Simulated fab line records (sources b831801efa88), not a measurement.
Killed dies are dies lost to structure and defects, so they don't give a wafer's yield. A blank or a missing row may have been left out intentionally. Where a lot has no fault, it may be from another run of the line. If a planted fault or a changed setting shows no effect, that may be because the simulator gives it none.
8D (eight disciplines) problem report, filled in by code ; flow gf180mcu ; the parts of the form that need people (team, actions taken, sign-off) are left out

== 1. PROBLEM STATEMENT ==
Mean of cathodeDcPowerW at GF_M3_SPUTTER_03: 2791.3 W across 6 wafers in 2 lots; on wafers with no fault it is 3000.0 W (standard deviation 0.54). That is -99 or more standard deviations from the usual mean.
The step: material Ti, target thk 10 nm, time 6.7 s.
The first sign was on wafer L710.2 at day 26 09:27, on pvdSputter-02. Wafers with a number at this step in the record: 18, from 6 lots. Rule for "out" (also "out of limits"): further than 4 standard deviations from the usual mean. All remaining wafers that have a number are taken as sound.

== 2. WHAT THIS IS AND IS NOT ==
question;is;is not
which readings at this step;cathodeDcPowerW;-
which lots;L710, L711;L697, L704, L714, L716
which wafers of those lots;all that have a number;-
read on which tools;pvdSputter-02;pvdSputter-01, pvdSputter-04
when;from day 26 09:27;"up to then (6 sound wafers); but 6 sound wafers of L714, L716 came after"

== 3. SUSPECTS, AND WHAT RULES EACH OUT ==
Counting: a tool at a process step up to the reading stays a suspect if it ran every lot that is out and no sound lot after the first of them.
- pvdSputter-01 at GF_V2_SPUTTER_21 (material Ti, target thk 15 nm, time 80.02 s): ruled out as a lasting fault. Sound lots L716 ran on it after its first lot that is out, L710 (day 26 08:36).
- pvdSputter-01 at GF_V2_SPUTTER_22 (material TiN, target thk 10 nm, time 40 s): ruled out as a lasting fault. Sound lots L716 ran on it after its first lot that is out, L710 (day 26 08:40).
- cmp-01 at GF_V2_CMP_26 (polishes, stops on SiO2, t overpolish 15 s, target thk 0 nm): kept. It processed each lot that is out, first L710 at day 26 09:02, and no sound lot thereafter; up to then, the last sound lot it processed was L704 at day 24 13:25.
- pvdSputter-02 at GF_M3_SPUTTER_02 (material AlCu, target thk 450 nm, time 23.9 s): kept. It processed each lot that is out, first L710 at day 26 09:25, and no sound lot thereafter; up to then, the last sound lot it processed was L704 at day 24 13:51.
- pvdSputter-02 at GF_M3_SPUTTER_03 (material Ti, target thk 10 nm, time 6.7 s): kept. It processed each lot that is out, first L710 at day 26 09:27, and no sound lot thereafter; up to then, the last sound lot it processed was L704 at day 24 13:53. Its own cathodeDcPowerW readings are out on those wafers.
Still standing after the count: cmp-01 at GF_V2_CMP_26, pvdSputter-02 at GF_M3_SPUTTER_02, pvdSputter-02 at GF_M3_SPUTTER_03.

== 4. THE CAUSE (what the simulator had put in) ==
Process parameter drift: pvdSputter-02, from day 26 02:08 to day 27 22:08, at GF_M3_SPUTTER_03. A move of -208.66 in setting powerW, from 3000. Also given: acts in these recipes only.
3 suspects survive the count, and this tool is in that group.

== 5. THE EFFECT CHAIN, in route order ==
One row per reading whose mean, taken over the struck wafers that have a number, lies over 3 standard deviations from the usual. Only readings for which the record gives a usual standard deviation are gone through. hours: the time from each lot's start at the first step in this table that gives one to its start at this step, as a median over the lots. sigmas: the change in usual standard deviations.
hours;step;reading;usual;on struck wafers;change;sigmas
0;GF_M3_SPUTTER_03;cathodeDcPowerW;3000.0 W;2791.3;-208.7;-99 or more
The process steps in it:
- GF_M3_SPUTTER_03: material Ti, target thk 10 nm, time 6.7 s.

== 6. HOW IT WOULD HAVE BEEN CAUGHT EARLIER ==
First out-of-limits reading in this record: day 26 09:27, which is 7 hours after fault onset at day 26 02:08.
